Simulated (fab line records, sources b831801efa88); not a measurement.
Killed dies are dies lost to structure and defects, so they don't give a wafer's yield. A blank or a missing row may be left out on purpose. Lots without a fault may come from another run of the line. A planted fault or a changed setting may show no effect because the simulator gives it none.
Problem report in the 8D (eight disciplines) form, filled by code | flow gf180mcu | the parts of the form that need people (team, actions taken, sign-off) are left out

1. THE PROBLEM
MVSD_TW at GF_MVSD_TW_MEAS_11 reads a mean of 978 on 6 wafers of 2 lots; wafers without a fault read 1591 with a standard deviation of 17. That is -36 standard deviations from the usual mean.
First seen on wafer L131.2, day 8 07:34, on film_metro-01. The record holds 36 wafers of 12 lots with a number at this step. Rule for "out", or "out of limits": more than 4 standard deviations from the usual mean. The other wafers with a number count as sound.

2. WHAT IT IS AND WHAT IT IS NOT
question                    | is                           | is not
which readings at this step | MVSD_TW                      | -
which lots                  | L131, L132                   | L115, L118, L119, L120, L121, L125, L128, L130, L137, L138
which wafers of those lots  | all that have a number       | -
read on which gauges        | film_metro-01, film_metro-02 | film_metro-04
when                        | from day 8 07:34             | up to then (24 sound wafers); but 6 sound wafers of L137, L138 came after

3. SUSPECTS, AND WHAT RULES EACH OUT
Counting: a tool at a process step up to the reading stays a suspect if it ran every lot that is out and no sound lot after the first of them.
- the gauge at GF_MVSD_TW_MEAS_11: ruled out. The wafers that are out were read on 2 gauges (film_metro-01, film_metro-02).
- implanter-04 at GF_MVSD_IMPLANT_08: kept. It ran every lot that is out, first L131 (day 8 07:10), and no sound lot after that; its last sound lot up to then is L130 (day 8 02:18). Its own readings are out on those wafers: dose_ions_cm2, faraday_current_uA.
Left after counting: implanter-04 at GF_MVSD_IMPLANT_08.

4. THE CAUSE (what the simulator had put in)
Process parameter drift: implanter-04, from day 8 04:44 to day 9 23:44, at GF_MVSD_IMPLANT_08. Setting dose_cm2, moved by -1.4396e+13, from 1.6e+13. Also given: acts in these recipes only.
Counting left only this tool.

5. THE CHAIN OF EFFECTS, in route order
Each row: a reading whose mean over the struck wafers that have a number lies more than 3 standard deviations from the usual. Only readings for which the record gives a usual standard deviation are gone through. hours: the time from each lot's start at the first step in this table that gives one to its start at this step, as a median over the lots. sigmas: the change in usual standard deviations.
hours | step                     | reading            | usual        | on struck wafers | change   | sigmas
0     | GF_MVSD_IMPLANT_08       | dose_ions_cm2      | 1.6e+13      | 1.6e+12          | -1.4e+13 | -99 or more
0     | GF_MVSD_IMPLANT_08       | faraday_current_uA | 90.2         | 9.0              | -81.2    | -43
0     | GF_MVSD_TW_MEAS_11       | MVSD_TW            | 1591         | 978              | -613     | -36
90    | GF_VT_IMPLANT_RS_MEAS_46 | MVSD_RS            | 456.3 ohm/sq | 1197.9           | +741.6   | +99 or more
The process steps in it:
- GF_MVSD_IMPLANT_08
Later measuring or inspecting steps at which every struck wafer that the step has a row for has a number for every such reading, and none has moved that far: GF_M5_CD_MEAS_07.

6. WHAT WOULD HAVE CAUGHT IT SOONER
In this record the first reading out of limits at a measuring or inspecting step was taken at day 8 07:34, 3 hours after the fault began at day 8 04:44.
The tool's own readings at GF_MVSD_IMPLANT_08 were out on every struck wafer that the step has a row for (dose_ions_cm2, faraday_current_uA): an alarm limit on them would have fired on the first of those.
Of the lots that are out (2), L132 began GF_MVSD_IMPLANT_08 on implanter-04 after day 8 07:34. A hold on the tool at that time would have spared it.
